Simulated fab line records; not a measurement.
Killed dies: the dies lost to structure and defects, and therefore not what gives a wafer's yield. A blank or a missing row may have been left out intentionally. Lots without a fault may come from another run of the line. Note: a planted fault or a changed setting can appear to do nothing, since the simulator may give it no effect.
fab line records | flow sky130
[record] lots = 6 | wafers = 18 | last-day = 50
route steps=708 shown METAL2@483 PAD_OPEN@708
lots that met no fault: taken from a fault-free run of the same line
start-h: start of the lot's first displayed wafer, in hours after the record's first day | wait-h: hours elapsed since this lot's preceding step | " as in the row above | L1.1+2: one row covering several wafers at once | - value missing, or start not given | * or withheld: withheld | < > ~ a bound
route shown NAME@n: names a module that has steps shown in the file, with the first one's number in the route | usual: mean/standard deviation of fault-free wafers | same: alike in all rows | chamber/n: place in a boat | sites: per-site readings | _std_site: standard deviation of those values | _edge_site: mean of outer sites minus mean of inner sites | radius-mm: for every site, how far away it sits from the centre of the wafer | mask NAME#n: copy n | behind: the last tool/chamber to shape the wafer | hold: why the lot went on hold/how many hours it stayed there/how the hold came to an end | device: the transistor (n, p or np) that didn't switch | end of line: at the end of the route, the tests of the same wafers | a step with no rows: only its recipe | killed: the dies lost at the first sort to structure and to defects; this is not the yield of the wafer | map: shows each die of a wafer: x if killed, . if not, _ if none is there
set.NAME: setting as actually run; set.NAME@STEP: the setting as run at that earlier step | model.NAME: the simulator's own value behind a step, which no gauge read
a table for each step, a row for each wafer; lots at some steps of the route
services: when a tool's chamber went out of use (start-h, in hours from the record's first day, below 0 if earlier), for how many hours, and the reason
[[steps]]
[step SKY_METAL2_SPUTTER_00]
[recipe] material = Ti | target-thk-nm = 15 | power-w = 3000 | time-s = 10 | chamber-pressure-pa = 0.4
[step SKY_METAL2_SPUTTER_01]
[recipe] material = TiN | target-thk-nm = 20 | power-w = 6500 | time-s = 16.7 | chamber-pressure-pa = 0.4
[usual] throttle-valve-pct = 30.3/0.54
lot.wafer | tool           | chamber | start-h | wait-h | throttle-valve-pct
L644.1    | pvd-sputter-01 | -       | 810.76  | 0.0    | 29.5
L644.2    | "              | -       | "       | "      | 29.7
L644.4    | "              | -       | "       | "      | 29.9
L649.3    | pvd-sputter-02 | -       | 846.98  | 0.0    | 29.7
L649.4    | "              | -       | "       | "      | 30.0
L649.6    | "              | -       | "       | "      | 30.8
L651.1    | pvd-sputter-03 | -       | 862.45  | 0.0    | 30.4
L651.2    | "              | -       | "       | "      | 29.5
L651.6    | "              | -       | "       | "      | 30.8
L655.1    | pvd-sputter-01 | -       | 898.38  | 0.0    | 30.0
L655.3    | "              | -       | "       | "      | 31.6
L655.4    | "              | -       | "       | "      | 30.1
L661.1    | pvd-sputter-02 | -       | 941.98  | 0.0    | 29.8
L661.3    | "              | -       | "       | "      | 30.6
L661.4    | "              | -       | "       | "      | 30.6
L662.1    | pvd-sputter-01 | -       | 945.94  | 0.0    | 29.6
L662.5    | "              | -       | "       | "      | 30.1
L662.6    | "              | -       | "       | "      | 29.9
[step SKY_METAL2_SPUTTER_02]
[recipe] material = AlCu | target-thk-nm = 250 | power-w = 10600 | time-s = 13.3 | chamber-pressure-pa = 0.4
[usual] throttle-valve-pct = 30.3/0.53
lot.wafer | tool           | chamber | start-h | wait-h | throttle-valve-pct
L644.1    | pvd-sputter-01 | -       | 810.79  | 0.0    | 29.6
L644.2    | "              | -       | "       | "      | 30.4
L644.4    | "              | -       | "       | "      | 30.0
L649.3    | pvd-sputter-02 | -       | 847.01  | 0.0    | 29.9
L649.4    | "              | -       | "       | "      | 30.0
L649.6    | "              | -       | "       | "      | 30.4
L651.1    | pvd-sputter-03 | -       | 862.48  | 0.0    | 30.6
L651.2    | "              | -       | "       | "      | 29.6
L651.6    | "              | -       | "       | "      | 30.9
L655.1    | pvd-sputter-01 | -       | 898.40  | 0.0    | 30.0
L655.3    | "              | -       | "       | "      | 31.6
L655.4    | "              | -       | "       | "      | 30.1
L661.1    | pvd-sputter-02 | -       | 942.01  | 0.0    | 29.7
L661.3    | "              | -       | "       | "      | 30.5
L661.4    | "              | -       | "       | "      | 30.7
L662.1    | pvd-sputter-01 | -       | 945.97  | 0.0    | 29.7
L662.5    | "              | -       | "       | "      | 29.9
L662.6    | "              | -       | "       | "      | 30.0
[step SKY_METAL2_SPUTTER_03]
[recipe] material = Ti | target-thk-nm = 5 | power-w = 3000 | time-s = 3.3 | chamber-pressure-pa = 0.4
[usual] throttle-valve-pct = 30.3/0.54
lot.wafer | tool           | chamber | start-h | wait-h | throttle-valve-pct
L644.1    | pvd-sputter-01 | -       | 810.81  | 0.0    | 29.7
L644.2    | "              | -       | "       | "      | 30.1
L644.4    | "              | -       | "       | "      | 30.1
L649.3    | pvd-sputter-02 | -       | 847.03  | 0.0    | 29.7
L649.4    | "              | -       | "       | "      | 30.3
L649.6    | "              | -       | "       | "      | 30.5
L651.1    | pvd-sputter-03 | -       | 862.50  | 0.0    | 30.5
L651.2    | "              | -       | "       | "      | 29.3
L651.6    | "              | -       | "       | "      | 30.6
L655.1    | pvd-sputter-01 | -       | 898.43  | 0.0    | 29.9
L655.3    | "              | -       | "       | "      | 31.5
L655.4    | "              | -       | "       | "      | 30.0
L661.1    | pvd-sputter-02 | -       | 942.03  | 0.0    | 29.5
L661.3    | "              | -       | "       | "      | 30.4
L661.4    | "              | -       | "       | "      | 30.6
L662.1    | pvd-sputter-01 | -       | 945.99  | 0.0    | 29.5
L662.5    | "              | -       | "       | "      | 29.9
L662.6    | "              | -       | "       | "      | 29.9
[step SKY_METAL2_SPUTTER_04]
[recipe] material = TiN | target-thk-nm = 70 | power-w = 6500 | time-s = 58.3 | chamber-pressure-pa = 0.4
[usual] throttle-valve-pct = 30.3/0.54
lot.wafer | tool           | chamber | start-h | wait-h | throttle-valve-pct
L644.1    | pvd-sputter-01 | -       | 810.83  | 0.0    | 29.7
L644.2    | "              | -       | "       | "      | 30.1
L644.4    | "              | -       | "       | "      | 30.1
L649.3    | pvd-sputter-02 | -       | 847.05  | 0.0    | 29.8
L649.4    | "              | -       | "       | "      | 30.5
L649.6    | "              | -       | "       | "      | 30.6
L651.1    | pvd-sputter-03 | -       | 862.52  | 0.0    | 30.4
L651.2    | "              | -       | "       | "      | 29.6
L651.6    | "              | -       | "       | "      | 30.7
L655.1    | pvd-sputter-01 | -       | 898.45  | 0.0    | 30.2
L655.3    | "              | -       | "       | "      | 31.4
L655.4    | "              | -       | "       | "      | 30.0
L661.1    | pvd-sputter-02 | -       | 942.05  | 0.0    | 29.6
L661.3    | "              | -       | "       | "      | 30.3
L661.4    | "              | -       | "       | "      | 30.5
L662.1    | pvd-sputter-01 | -       | 946.01  | 0.0    | 29.5
L662.5    | "              | -       | "       | "      | 29.9
L662.6    | "              | -       | "       | "      | 30.2
[step SKY_METAL2_RS_MEAS_05]
[recipe] thk-meas-gauge = four-point-probe | reads = TiN_of_METAL2_SPUTTER_04+Ti_of_METAL2_SPUTTER_03+AlCu_of_METAL2_SPUTTER_02+TiN_of_METAL2_SPUTTER_01+Ti_of_METAL2_SPUTTER_00
[usual] METAL2_ALCU_RS = 0.1269/0.0014
lot.wafer | tool          | chamber | start-h | wait-h | METAL2_ALCU_RS[ohm/sq]
L644.1    | film-metro-02 | -       | 810.88  | 0.0    | 0.1249
L644.2    | "             | -       | "       | "      | 0.1281
L644.4    | "             | -       | "       | "      | 0.1261
L649.3    | film-metro-02 | -       | 847.14  | 0.1    | 0.1249
L649.4    | "             | -       | "       | "      | 0.1265
L649.6    | "             | -       | "       | "      | 0.1257
L651.1    | film-metro-04 | -       | 862.57  | 0.0    | 0.1270
L651.2    | "             | -       | "       | "      | 0.1258
L651.6    | "             | -       | "       | "      | 0.1273
L655.1    | film-metro-01 | -       | 898.50  | 0.0    | 0.1251
L655.3    | "             | -       | "       | "      | 0.1285
L655.4    | "             | -       | "       | "      | 0.1283
L661.1    | film-metro-04 | -       | 942.10  | 0.0    | 0.1251
L661.3    | "             | -       | "       | "      | 0.1273
L661.4    | "             | -       | "       | "      | 0.1264
L662.1    | film-metro-01 | -       | 946.06  | 0.0    | 0.1263
L662.5    | "             | -       | "       | "      | 0.1286
L662.6    | "             | -       | "       | "      | 0.1272
[step SKY_METAL2_THK_MEAS_06]
[recipe] thk-meas-gauge = xrf | reads = AlCu_of_METAL2_SPUTTER_02
[usual] METAL2_ALCU_THK = 249.3/2.8
lot.wafer | tool          | chamber | start-h | wait-h | METAL2_ALCU_THK[nm]
L644.1    | film-metro-02 | -       | 811.00  | 0.1    | 253.8
L644.2    | "             | -       | "       | "      | 247.2
L644.4    | "             | -       | "       | "      | 251.4
L649.3    | film-metro-02 | -       | 847.24  | 0.1    | 252.6
L649.4    | "             | -       | "       | "      | 247.6
L649.6    | "             | -       | "       | "      | 250.9
L651.1    | film-metro-04 | -       | 862.69  | 0.1    | 249.5
L651.2    | "             | -       | "       | "      | 251.8
L651.6    | "             | -       | "       | "      | 248.8
L655.1    | film-metro-01 | -       | 898.62  | 0.1    | 255.6
L655.3    | "             | -       | "       | "      | 247.2
L655.4    | "             | -       | "       | "      | 248.6
L661.1    | film-metro-04 | -       | 942.22  | 0.1    | 251.1
L661.3    | "             | -       | "       | "      | 249.7
L661.4    | "             | -       | "       | "      | 249.2
L662.1    | film-metro-01 | -       | 946.18  | 0.1    | 249.8
L662.5    | "             | -       | "       | "      | 247.4
L662.6    | "             | -       | "       | "      | 249.9
[step SKY_METAL2_DEHYDRATE_07]
[recipe] temp-c = 200 | time-s = 60
[step SKY_METAL2_HMDS_08]
[recipe] prime-time-s = 60 | prime-temp-c = 120
[step SKY_METAL2_COAT_09]
[recipe] resist = BARC | temp-c = withheld | time-s = withheld | spin-rpm = 3000 | resist-thk-nm = 60
[step SKY_METAL2_COAT_10]
[recipe] resist = KrF-thick | spin-rpm = 3000 | resist-thk-nm = 450
[step SKY_METAL2_SOFTBAKE_11]
[recipe] temp-c = 100 | time-s = 90 | resist = KrF-thick
[step SKY_METAL2_EXPOSE_12]
[recipe] mask-id = MM2 | na = 0.8 | source-shape = annular | sigma-inner = 0.55 | sigma-outer = 0.85 | target-cd-nm = 140 | dose-mj = 28
lot.wafer  | tool           | chamber | start-h | wait-h | mask
L644.1+2+4 | krf-scanner-02 | 0       | 824.83  | -      | MM2#0
L649.3+4+6 | krf-scanner-01 | 0       | 860.35  | -      | MM2#0
L651.1+2+6 | krf-scanner-01 | 0       | 876.01  | -      | MM2#0
L655.1+3+4 | krf-scanner-02 | 0       | 911.06  | -      | MM2#0
L661.1+3+4 | krf-scanner-02 | 0       | 953.61  | -      | MM2#0
L662.1+5+6 | krf-scanner-01 | 0       | 958.33  | -      | MM2#0
[step SKY_METAL2_PEB_13]
[recipe] peb-temp-c = withheld | peb-time-s = withheld | resist = KrF-thick
[step SKY_METAL2_DEVELOP_14]
[recipe] develop-time-s = 60 | resist = KrF-thick | dev-temp-c = 21
[step SKY_METAL2_CD_MEAS_15]
[recipe] target-cd-nm = 140
[usual] cd-nm = 139.7/1.3
lot.wafer | tool      | chamber | start-h | wait-h | cd-nm
L644.1    | cd-sem-01 | -       | 837.40  | -      | 140.3
L644.2    | "         | -       | "       | "      | 139.8
L644.4    | "         | -       | "       | "      | 140.3
L649.3    | cd-sem-01 | -       | 873.10  | -      | 138.4
L649.4    | "         | -       | "       | "      | 138.6
L649.6    | "         | -       | "       | "      | -
L651.1    | cd-sem-02 | -       | 888.46  | -      | 141.4
L651.2    | "         | -       | "       | "      | -
L651.6    | "         | -       | "       | "      | -
L655.1    | cd-sem-01 | -       | 924.00  | -      | 139.4
L655.3    | "         | -       | "       | "      | 139.0
L655.4    | "         | -       | "       | "      | 139.0
L661.1    | cd-sem-01 | -       | 965.85  | -      | 138.6
L661.3    | "         | -       | "       | "      | 138.1
L661.4    | "         | -       | "       | "      | 138.2
L662.1    | cd-sem-01 | -       | 970.20  | -      | 139.7
L662.5    | "         | -       | "       | "      | 141.4
L662.6    | "         | -       | "       | "      | 140.8
[step SKY_METAL2_OVL_MEAS_16]
[usual] METAL2_OVL = -2/5.2
lot.wafer | tool       | chamber | start-h | wait-h | METAL2_OVL[nm]
L644.1    | overlay-01 | -       | 837.52  | 0.1    | 0
L644.2    | "          | -       | "       | "      | -13
L644.4    | "          | -       | "       | "      | -7
L649.3    | overlay-01 | -       | 873.19  | 0.1    | 5
L649.4    | "          | -       | "       | "      | 0
L649.6    | "          | -       | "       | "      | -
L651.1    | overlay-02 | -       | 888.58  | 0.1    | 0
L651.2    | "          | -       | "       | "      | -
L651.6    | "          | -       | "       | "      | -
L655.1    | overlay-01 | -       | 924.12  | 0.1    | -3
L655.3    | "          | -       | "       | "      | 0
L655.4    | "          | -       | "       | "      | 2
L661.1    | overlay-01 | -       | 965.97  | 0.1    | -10
L661.3    | "          | -       | "       | "      | -9
L661.4    | "          | -       | "       | "      | -7
L662.1    | overlay-01 | -       | 970.32  | 0.1    | 2
L662.5    | "          | -       | "       | "      | -2
L662.6    | "          | -       | "       | "      | 2
[step SKY_METAL2_DESCUM_17]
[recipe] chemistry = O2 | source-power-w = 150 | bias-power-w = 0 | pressure-mtorr = 10 | temp-c = 40 | time-s = 8
[usual] drypump-motor-current-A = 5.6/0.38 | oes-product-au = 0.995/0.01 | rf-fwd-power-W = 147.3/0.68
lot.wafer | tool         | chamber | start-h | wait-h | drypump-motor-current-A | oes-product-au | rf-fwd-power-W | rf-hours-counter-h
L644.1    | rie-metal-02 | 0       | 837.55  | 0.0    | 5.9                     | 0.993          | 147.4          | 10
L644.2    | "            | 1       | "       | "      | 6.0                     | 0.983          | 147.1          | 6
L644.4    | "            | 0       | "       | "      | 5.9                     | 1.012          | 147.8          | -
L649.3    | rie-metal-01 | 1       | 873.23  | 0.0    | 5.0                     | 0.981          | 145.9          | -
L649.4    | "            | 0       | "       | "      | 5.2                     | 0.985          | 147.1          | -
L649.6    | "            | 1       | "       | "      | 5.0                     | 0.985          | 146.4          | -
L651.1    | rie-metal-02 | 0       | 888.62  | 0.0    | 5.9                     | 1.001          | 147.9          | 11
L651.2    | "            | 1       | "       | "      | 6.0                     | 1.001          | 146.9          | 8
L651.6    | "            | 1       | "       | "      | 6.0                     | 1.000          | 147.1          | -
L655.1    | rie-metal-01 | 1       | 924.16  | 0.0    | 5.0                     | 0.992          | 146.2          | 13
L655.3    | "            | 1       | "       | "      | 5.0                     | 0.989          | 146.0          | -
L655.4    | "            | 0       | "       | "      | 5.2                     | 0.999          | 147.0          | -
L661.1    | rie-metal-02 | 1       | 966.00  | 0.0    | 6.0                     | 0.993          | 147.5          | 11
L661.3    | "            | 1       | "       | "      | 6.0                     | 0.999          | 147.3          | -
L661.4    | "            | 0       | "       | "      | 5.9                     | 0.998          | 148.0          | -
L662.1    | rie-metal-02 | 0       | 970.35  | 0.0    | 5.8                     | 0.989          | 147.9          | 15
L662.5    | "            | 0       | "       | "      | 5.8                     | 0.996          | 148.1          | -
L662.6    | "            | 1       | "       | "      | 6.0                     | 1.003          | 148.5          | -
[step SKY_PAD_OPEN_PROBE_99]
[usual] defect-limited-yield = 82.8/2.1 | killed_at_M0_to_M3 = 43/7.7 | killed_at_M4_up = 3.1/1.7 | killed-at-contacts = 23/4.8 | killed-at-front-end = 15/4.5 | killed-at-other = 0.3/0.58 | killed-dies = 85/10 | killed-on-rim = 17/3.8 | killed-open = 46/7.5 | killed-short = 38/6.5 | sort_bin_3_pad_short = 0.8/0.38 | sort_bin_5_function = 10.3/1.7 | sort_bin_6_memory = 6.1/1.1 | sort-n-pass = 407/10 | sort-yield-pct = 82.8/2.1
[same] gross-dies = 492 | killed-at-back-side = 0 | sort_bin_4_leakage[%] = 0 | sort_bin_8_speed[%] = 0
lot.wafer | tool      | chamber | start-h | wait-h | hold                      | defect-limited-yield[%] | killed_at_M0_to_M3 | killed_at_M4_up | killed-at-contacts | killed-at-front-end | killed-at-other | killed-dies | killed-on-rim | killed-open | killed-short | sort_bin_3_pad_short[%] | sort_bin_5_function[%] | sort_bin_6_memory[%] | sort-n-pass | sort-yield-pct[%]
L644.1    | prober-01 | -       | 1087.69 | 0.1    | -                         | 84.1                    | 42                 | 5               | 21                 | 10                  | 0               | 78          | 19            | 47          | 31           | 0.6                     | 10.2                   | 5.1                  | 414         | 84.1
L644.2    | prober-01 | -       | 1087.74 | 0.1    | -                         | 82.5                    | 42                 | 0               | 26                 | 18                  | 0               | 86          | 12            | 46          | 40           | 1.0                     | 9.8                    | 6.7                  | 406         | 82.5
L644.4    | prober-01 | -       | 1087.84 | 0.2    | -                         | 81.9                    | 44                 | 4               | 29                 | 12                  | 0               | 89          | 24            | 52          | 36           | 1.0                     | 10.2                   | 6.9                  | 403         | 81.9
L649.3    | prober-02 | -       | 1116.79 | 0.2    | await-dispo/10.1h/release | 77.8                    | 57                 | 7               | 25                 | 20                  | 0               | 109         | 19            | 71          | 37           | 0.6                     | 14.0                   | 7.5                  | 383         | 77.8
L649.4    | prober-02 | -       | 1116.84 | 0.2    | await-dispo/10.1h/release | 82.1                    | 47                 | 5               | 26                 | 10                  | 0               | 88          | 21            | 49          | 38           | 0.4                     | 12.2                   | 5.3                  | 404         | 82.1
L649.6    | prober-02 | -       | 1116.94 | 0.2    | await-dispo/10.1h/release | 0                       | 451                | 1               | 25                 | 15                  | 0               | 492         | 96            | 39          | 37           | 1.0                     | 92.9                   | 6.1                  | 0           | 0
L651.1    | prober-02 | -       | 1129.50 | 0.1    | await-dispo/3.7h/release  | 81.7                    | 40                 | 3               | 30                 | 17                  | 0               | 90          | 14            | 44          | 46           | 1.0                     | 10.2                   | 7.1                  | 402         | 81.7
L651.2    | prober-02 | -       | 1129.55 | 0.1    | await-dispo/3.7h/release  | 0                       | 457                | 0               | 21                 | 14                  | 0               | 492         | 96            | 44          | 45           | 0.4                     | 93.3                   | 6.3                  | 0           | 0
L651.6    | prober-02 | -       | 1129.75 | 0.2    | await-dispo/3.7h/release  | 0                       | 452                | 5               | 18                 | 15                  | 2               | 492         | 96            | 40          | 42           | 1.4                     | 93.3                   | 5.3                  | 0           | 0
L655.1    | prober-01 | -       | 1157.75 | 0.1    | -                         | 80.9                    | 54                 | 2               | 23                 | 15                  | 0               | 94          | 16            | 47          | 47           | 0.2                     | 11.6                   | 7.3                  | 398         | 80.9
L655.3    | prober-01 | -       | 1157.85 | 0.2    | -                         | 83.3                    | 40                 | 5               | 21                 | 16                  | 0               | 82          | 13            | 42          | 40           | 0.4                     | 9.3                    | 6.9                  | 410         | 83.3
L655.4    | prober-01 | -       | 1157.90 | 0.2    | -                         | 82.9                    | 48                 | 4               | 17                 | 15                  | 0               | 84          | 21            | 50          | 34           | 0.8                     | 9.6                    | 6.7                  | 408         | 82.9
L661.1    | prober-01 | -       | 1185.31 | 0.1    | -                         | 83.5                    | 41                 | 5               | 22                 | 13                  | 0               | 81          | 24            | 39          | 42           | 0.8                     | 8.5                    | 7.1                  | 411         | 83.5
L661.3    | prober-01 | -       | 1185.41 | 0.2    | -                         | 82.9                    | 45                 | 7               | 23                 | 9                   | 0               | 84          | 12            | 52          | 31           | 0.8                     | 8.5                    | 7.7                  | 408         | 82.9
L661.4    | prober-01 | -       | 1185.46 | 0.2    | -                         | 83.1                    | 34                 | 1               | 28                 | 20                  | 0               | 83          | 16            | 41          | 42           | 1.2                     | 9.8                    | 5.9                  | 409         | 83.1
L662.1    | prober-02 | -       | 1191.08 | 0.1    | -                         | 80.5                    | 50                 | 0               | 22                 | 23                  | 1               | 96          | 14            | 51          | 45           | 1.0                     | 11.6                   | 6.9                  | 396         | 80.5
L662.5    | prober-02 | -       | 1191.28 | 0.2    | -                         | 81.1                    | 54                 | 5               | 26                 | 8                   | 0               | 93          | 18            | 46          | 46           | 0.8                     | 10.4                   | 7.7                  | 399         | 81.1
L662.6    | prober-02 | -       | 1191.33 | 0.2    | -                         | 82.1                    | 43                 | 5               | 22                 | 18                  | 0               | 88          | 18            | 48          | 40           | 0.6                     | 9.1                    | 8.1                  | 404         | 82.1
// killed by level:class
L644.1 VIA1:geometric-particle:open=11 LI_CONTACT:geometric-particle:open=7 CONTACT:geometric-particle:open=6 METAL2:geometric-particle:short=5 VIA3:geometric-particle:open=5 VIA2:geometric-particle:open=5 VIA1:geometric-particle:short=4 FIELD_ISO:geometric-particle:short=3
L644.2 CONTACT:geometric-particle:open=11 VIA1:geometric-particle:open=10 VIA1:geometric-particle:short=7 METAL2:geometric-particle:short=6 VIA3:geometric-particle:open=6 POLY_GATE:geometric-particle:open=5 LI_CONTACT:geometric-particle:open=5 CONTACT:geometric-particle:short=5
L644.4 CONTACT:geometric-particle:open=13 VIA1:geometric-particle:open=9 VIA2:geometric-particle:open=9 LI_CONTACT:geometric-particle:open=5 CONTACT:geometric-particle:short=5 METAL1:geometric-particle:short=5 VIA1:geometric-particle:short=5 VIA3:geometric-particle:short=5
L649.3 VIA2:geometric-particle:open=11 CONTACT:geometric-particle:open=10 METAL2:geometric-particle:short=10 LI_CONTACT:geometric-particle:open=9 VIA1:geometric-particle:open=9 VIA3:geometric-particle:open=9 FIELD_ISO:geometric-particle:open=6 POLY_GATE:geometric-particle:open=4
L649.4 CONTACT:geometric-particle:open=13 VIA1:geometric-particle:open=12 METAL2:geometric-particle:short=8 VIA3:geometric-particle:open=6 VIA2:geometric-particle:open=5 CONTACT:geometric-particle:short=4 LOCAL_INTERCONNECT:geometric-particle:short=4 VIA2:geometric-particle:short=4
L649.6 METAL2:area-expose=414 LI_CONTACT:geometric-particle:open=10 VIA1:geometric-particle:open=8 METAL2:geometric-particle:short=8 CONTACT:geometric-particle:open=7 CONTACT:geometric-particle:short=5 METAL1:geometric-particle:short=5 VIA3:geometric-particle:short=5
L651.1 METAL2:geometric-particle:short=11 CONTACT:geometric-particle:open=10 VIA2:geometric-particle:open=8 VIA1:geometric-particle:open=7 LI_CONTACT:geometric-particle:open=6 FIELD_ISO:geometric-particle:open=5 CONTACT:geometric-particle:short=5 LI_CONTACT:geometric-particle:short=4
L651.2 METAL2:area-expose=403 VIA1:geometric-particle:open=11 VIA1:geometric-particle:short=8 VIA2:geometric-particle:open=8 CONTACT:geometric-particle:open=6 CONTACT:geometric-particle:short=6 METAL2:geometric-particle:short=6 VIA3:geometric-particle:short=5
L651.6 METAL2:area-expose=409 VIA1:geometric-particle:open=13 VIA1:geometric-particle:short=5 METAL2:geometric-particle:short=5 METAL3:geometric-particle:short=5 POLY_GATE:geometric-particle:open=4 METAL1:geometric-particle:short=4 LI_CONTACT:geometric-particle:short=4
L655.1 VIA1:geometric-particle:open=12 METAL1:geometric-particle:short=8 METAL2:geometric-particle:short=8 LI_CONTACT:geometric-particle:open=5 LOCAL_INTERCONNECT:geometric-particle:short=5 CONTACT:geometric-particle:open=5 METAL3:geometric-particle:short=5 VIA3:geometric-particle:open=5
L655.3 VIA1:geometric-particle:open=12 CONTACT:geometric-particle:open=6 METAL2:geometric-particle:short=6 VIA3:geometric-particle:open=6 LI_CONTACT:geometric-particle:open=5 LOCAL_INTERCONNECT:geometric-particle:short=5 FIELD_ISO:geometric-particle:open=4 POLY_GATE:geometric-particle:short=4
L655.4 VIA1:geometric-particle:open=15 CONTACT:geometric-particle:open=8 POLY_GATE:geometric-particle:open=5 LI_CONTACT:geometric-particle:open=5 METAL3:geometric-particle:short=5 METAL1:geometric-particle:short=5 METAL2:geometric-particle:short=5 FIELD_ISO:geometric-particle:open=4
L661.1 VIA3:geometric-particle:open=12 LOCAL_INTERCONNECT:geometric-particle:short=7 CONTACT:geometric-particle:short=6 VIA1:geometric-particle:open=6 CONTACT:geometric-particle:open=5 METAL1:geometric-particle:short=5 FIELD_ISO:geometric-particle:open=4 LI_CONTACT:geometric-particle:open=4
L661.3 VIA1:geometric-particle:open=13 LI_CONTACT:geometric-particle:open=8 VIA2:geometric-particle:open=7 CONTACT:geometric-particle:open=6 METAL1:geometric-particle:short=6 LOCAL_INTERCONNECT:geometric-particle:short=5 VIA3:geometric-particle:short=5 FIELD_ISO:geometric-particle:open=4
L661.4 CONTACT:geometric-particle:open=11 METAL1:geometric-particle:short=7 LOCAL_INTERCONNECT:geometric-particle:short=6 VIA1:geometric-particle:short=6 VIA3:geometric-particle:open=6 FIELD_ISO:geometric-particle:open=5 LI_CONTACT:geometric-particle:open=5 SPACER:geometric-particle:short=4
L662.1 VIA3:geometric-particle:open=10 VIA1:geometric-particle:open=10 FIELD_ISO:geometric-particle:short=8 CONTACT:geometric-particle:open=8 POLY_GATE:geometric-particle:short=6 METAL1:geometric-particle:short=5 LI_CONTACT:geometric-particle:short=5 VIA1:geometric-particle:short=5
L662.5 VIA1:geometric-particle:open=15 CONTACT:geometric-particle:open=12 METAL2:geometric-particle:short=8 VIA3:geometric-particle:open=8 LI_CONTACT:geometric-particle:short=7 METAL1:geometric-particle:short=6 CONTACT:geometric-particle:short=5 VIA1:geometric-particle:short=5
L662.6 METAL1:geometric-particle:short=10 CONTACT:geometric-particle:open=9 VIA1:geometric-particle:open=8 LI_CONTACT:geometric-particle:open=7 VIA2:geometric-particle:open=6 FIELD_ISO:geometric-particle:open=5 POLY_GATE:geometric-particle:open=5 POLY_GATE:geometric-particle:short=4
// map L649.6 (x killed, . not)
__________xxxxxxxxxx_________
________xxxxxxxxxxxxxx_______
______xxxxxxxxxxxxxxxxxx_____
_____xxxxxxxxxxxxxxxxxxxx____
____xxxxxxxxxxxxxxxxxxxxxx___
___xxxxxxxxxxxxxxxxxxxxxxxx__
__xxxxxxxxxxxxxxxxxxxxxxxxxx_
_xxxxxxxxxxxxxxxxxxxxxxxxxxxx
_xxxxxxxxxxxxxxxxxxxxxxxxxxxx
_xxxxxxxxxxxxxxxxxxxxxxxxxxxx
_xxxxxxxxxxxxxxxxxxxxxxxxxxxx
_xxxxxxxxxxxxxxxxxxxxxxxxxxxx
_xxxxxxxxxxxxxxxxxxxxxxxxxxxx
_xxxxxxxxxxxxxxxxxxxxxxxxxxxx
_xxxxxxxxxxxxxxxxxxxxxxxxxxxx
__xxxxxxxxxxxxxxxxxxxxxxxxxx_
___xxxxxxxxxxxxxxxxxxxxxxxx__
____xxxxxxxxxxxxxxxxxxxxxx___
_____xxxxxxxxxxxxxxxxxxxx____
______xxxxxxxxxxxxxxxxxx_____
________xxxxxxxxxxxxxx_______
__________xxxxxxxxxx_________
// map L651.2 (x killed, . not)
__________xxxxxxxxxx_________
________xxxxxxxxxxxxxx_______
______xxxxxxxxxxxxxxxxxx_____
_____xxxxxxxxxxxxxxxxxxxx____
____xxxxxxxxxxxxxxxxxxxxxx___
___xxxxxxxxxxxxxxxxxxxxxxxx__
__xxxxxxxxxxxxxxxxxxxxxxxxxx_
_xxxxxxxxxxxxxxxxxxxxxxxxxxxx
_xxxxxxxxxxxxxxxxxxxxxxxxxxxx
_xxxxxxxxxxxxxxxxxxxxxxxxxxxx
_xxxxxxxxxxxxxxxxxxxxxxxxxxxx
_xxxxxxxxxxxxxxxxxxxxxxxxxxxx
_xxxxxxxxxxxxxxxxxxxxxxxxxxxx
_xxxxxxxxxxxxxxxxxxxxxxxxxxxx
_xxxxxxxxxxxxxxxxxxxxxxxxxxxx
__xxxxxxxxxxxxxxxxxxxxxxxxxx_
___xxxxxxxxxxxxxxxxxxxxxxxx__
____xxxxxxxxxxxxxxxxxxxxxx___
_____xxxxxxxxxxxxxxxxxxxx____
______xxxxxxxxxxxxxxxxxx_____
________xxxxxxxxxxxxxx_______
__________xxxxxxxxxx_________
[[services]]
tool           | chamber | start-h | hours | kind
pvd-sputter-02 | -       | 789.15  | 0.9   | repair
pvd-sputter-01 | -       | 791.25  | 1.6   | repair
pvd-sputter-02 | -       | 798.55  | 1.5   | repair
krf-scanner-02 | -       | 806.50  | 4.3   | repair
krf-scanner-02 | -       | 810.76  | 4.0   | pm
krf-scanner-01 | -       | 832.20  | 8.0   | repair
krf-scanner-02 | 0       | 834.14  | -     | calibration
pvd-sputter-02 | -       | 838.69  | 1.8   | repair
krf-scanner-02 | -       | 845.73  | 1.6   | repair
krf-scanner-01 | 0       | 852.35  | -     | calibration
pvd-sputter-03 | -       | 859.13  | 2.7   | repair
krf-scanner-02 | -       | 859.75  | 0.8   | pm
rie-metal-01   | -       | 865.09  | 7.2   | repair
krf-scanner-01 | -       | 879.37  | 1.0   | pm
rie-metal-01   | -       | 892.59  | 14.6  | pm
krf-scanner-01 | -       | 899.96  | 0.8   | pm
krf-scanner-02 | -       | 905.72  | 1.0   | pm
pvd-sputter-03 | -       | 907.87  | 2.3   | repair
krf-scanner-02 | -       | 908.08  | 0.2   | repair
krf-scanner-02 | -       | 925.82  | 21.0  | pm
krf-scanner-01 | -       | 946.82  | 1.3   | pm
krf-scanner-02 | -       | 948.19  | 1.3   | pm
krf-scanner-02 | -       | 949.55  | 0.6   | repair
pvd-sputter-01 | -       | 960.41  | 2.3   | repair
[[key]]
[first-sign] step = SKY_METAL2_CD_MEAS_15 | reading = cd-nm | direction = missing
[effect] step = SKY_METAL2_OVL_MEAS_16 | reading = METAL2_OVL | direction = missing
[effect] step = SKY_PAD_OPEN_PROBE_99 | reading = killed_at_M0_to_M3 | direction = up | sigmas = 53 | usual = 43 | struck = 453
[more-kills-born-at] SKY_METAL2_EXPOSE_12@krf-scanner-01 = 1227
met-at SKY_METAL2_EXPOSE_12
struck-wafers L649.6,L651.2,L651.6
later-rows-left-out L649.6,L651.2,L651.6
[fault] kind = process-parameter-drift | tool = krf-scanner-01 | chamber = - | onset-h = 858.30 | steps = SKY_METAL2_EXPOSE_12 | channel = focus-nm | offset = 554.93 | shape = step | end-h = 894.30 | scope = struck-wafers-only
// later-rows-left-out: the simulator's readings of these wafers behind a module that went badly wrong aren't trusted and aren't shown, but for the sort
